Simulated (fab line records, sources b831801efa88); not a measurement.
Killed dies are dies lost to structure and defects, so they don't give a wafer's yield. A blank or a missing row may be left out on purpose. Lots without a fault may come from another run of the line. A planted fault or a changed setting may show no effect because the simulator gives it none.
Which tool did it? | flow sky130 | 12 lots, 36 wafers sampled, at 3 steps of a route of 708

WHAT THE GAUGES READ, wafer by wafer
SKY_VT_ADJUST_LVTN_OVL_MEAS_07.
lot  | measured     | on         | VT_ADJUST_LVTN_OVL (nm)
L522 | day 6 19:12  | overlay-01 | 1.1 0.8 -0.9
L524 | day 7 16:06  | overlay-01 | -1.7 -0.5 -1.5
L525 | day 8 01:58  | overlay-02 | -2.0 -2.6 -1.6
L527 | day 8 07:43  | overlay-01 | -2.1 -1.5 -0.2
L526 | day 8 08:48  | overlay-01 | -1.4 0.5 -0.2
L528 | day 8 15:53  | overlay-01 | -1.5 -3.2 -1.7
L530 | day 9 00:46  | overlay-02 | -3.2 -0.2 -1.2
L531 | day 9 13:20  | overlay-01 | -1.9 1.0 -0.9
L533 | day 9 21:05  | overlay-01 | 2.4 0.2 1.3
L537 | day 11 21:50 | overlay-01 | -1.5 -1.4 -1.0
L538 | day 11 22:11 | overlay-01 | -0.7 -0.2 -2.8
L545 | day 13 11:52 | overlay-02 | -0.9 -2.1 -1.2

SKY_SONOS_ONO_THK_MEAS_05.
lot  | measured     | on            | SONOS_ONO_CVD_04_THK (nm)
L522 | day 11 12:59 | film_metro-03 | 5.78 5.71 5.73
L524 | day 12 14:41 | film_metro-02 | 5.87 5.83 5.93
L525 | day 13 04:03 | film_metro-03 | 5.63 5.64 5.62
L527 | day 13 05:48 | film_metro-01 | 5.76 5.72 5.69
L526 | day 13 11:13 | film_metro-01 | 5.44 5.52 5.62
L528 | day 13 20:10 | film_metro-01 | 5.68 5.58 5.55
L530 | day 14 07:24 | film_metro-02 | 5.72 5.72 5.72
L531 | day 14 20:19 | film_metro-03 | 5.70 5.74 5.81
L533 | day 15 07:17 | film_metro-01 | 5.60 5.62 5.59
L537 | day 17 17:02 | film_metro-01 | 5.96 5.95 5.82
L538 | day 17 20:39 | film_metro-01 | 5.75 5.68 5.68
L545 | day 19 21:53 | film_metro-01 | 5.60 5.65 5.47

WHICH TOOL RAN EACH LOT (tool, then ch and the chambers of the sampled wafers, then the start)
lot  | SKY_VT_ADJUST_HVTP_STRIP_10
L522 | plasma_asher-03 ch 0,1, day 6 01:35
L524 | plasma_asher-03 ch 0,1, day 6 21:56
L525 | plasma_asher-02 ch 0,1, day 7 05:59
L527 | plasma_asher-02 ch 0,1, day 7 11:20
L526 | plasma_asher-03 ch 0,1, day 7 11:59
L528 | plasma_asher-03 ch 0,1, day 7 19:05
L530 | plasma_asher-03 ch 0,1, day 8 04:14
L531 | plasma_asher-04 ch 0,1, day 8 15:53
L533 | plasma_asher-04 ch 0,1, day 8 23:20
L537 | plasma_asher-04 ch 0,1, day 10 22:02
L538 | plasma_asher-04 ch 0, day 10 22:35
L545 | plasma_asher-02 ch 1, day 12 10:17
- SKY_VT_ADJUST_HVTP_STRIP_10: strips in O2/N2.

WHAT THE TOOLS THEMSELVES READ (means of the sampled wafers that have a number; where no wafer has one, the mark that the record gives instead)
SKY_VT_ADJUST_HVTP_STRIP_10.
lot  | tool            | drypump_motor_current_A (A) | n2_flow_sccm (sccm) | oes_product_au (a.u.) | strip_time_to_endpoint_s (s)
L522 | plasma_asher-03 | 6.0                         | 300.1               | 0.715                 | 14.25
L524 | plasma_asher-03 | 6.0                         | 300.0               | 0.709                 | 14.22
L525 | plasma_asher-02 | 5.3                         | 300.4               | 0.717                 | 14.23
L527 | plasma_asher-02 | 5.3                         | 300.0               | 0.712                 | 14.19
L526 | plasma_asher-03 | 6.2                         | 299.4               | 0.717                 | 14.16
L528 | plasma_asher-03 | 6.1                         | 299.5               | 0.716                 | 14.16
L530 | plasma_asher-03 | 6.0                         | 300.5               | 0.718                 | 14.22
L531 | plasma_asher-04 | 5.1                         | 300.7               | 0.715                 | 14.17
L533 | plasma_asher-04 | 5.1                         | 300.8               | 0.718                 | 14.18
L537 | plasma_asher-04 | 5.0                         | 301.0               | 0.719                 | 14.16
L538 | plasma_asher-04 | 5.2                         | 300.0               | 0.713                 | 14.21
L545 | plasma_asher-02 | 5.6                         | 299.3               | 0.715                 | 14.16

THE ANSWER, worked out from the rows above alone
Rule: what is usual is taken from the lots themselves. Put in order of their means at a reading, lots are off if they are a third of the lots or fewer, leave a main group of 4 or more, and stand apart from it by a gap of 3 or more times the standard deviation of the main group's means; of several such gaps the widest counts. A main group whose means are all the same, to the digits that the tables above print for the reading, isn't used. A lot without any number at a reading at which 4 lots or more have one is off too. The other lots that the step has rows for count as sound. The gauges are gone through in route order, then the tools' own readings, and for those a lot's mean is taken as printed above. The first step at which some lot is off is used, and at that step the reading that is off furthest; a lot without a number counts as furthest.
No lot is off at any reading shown: from this, nothing can be told.

WHAT THE SIMULATOR HAD PUT IN
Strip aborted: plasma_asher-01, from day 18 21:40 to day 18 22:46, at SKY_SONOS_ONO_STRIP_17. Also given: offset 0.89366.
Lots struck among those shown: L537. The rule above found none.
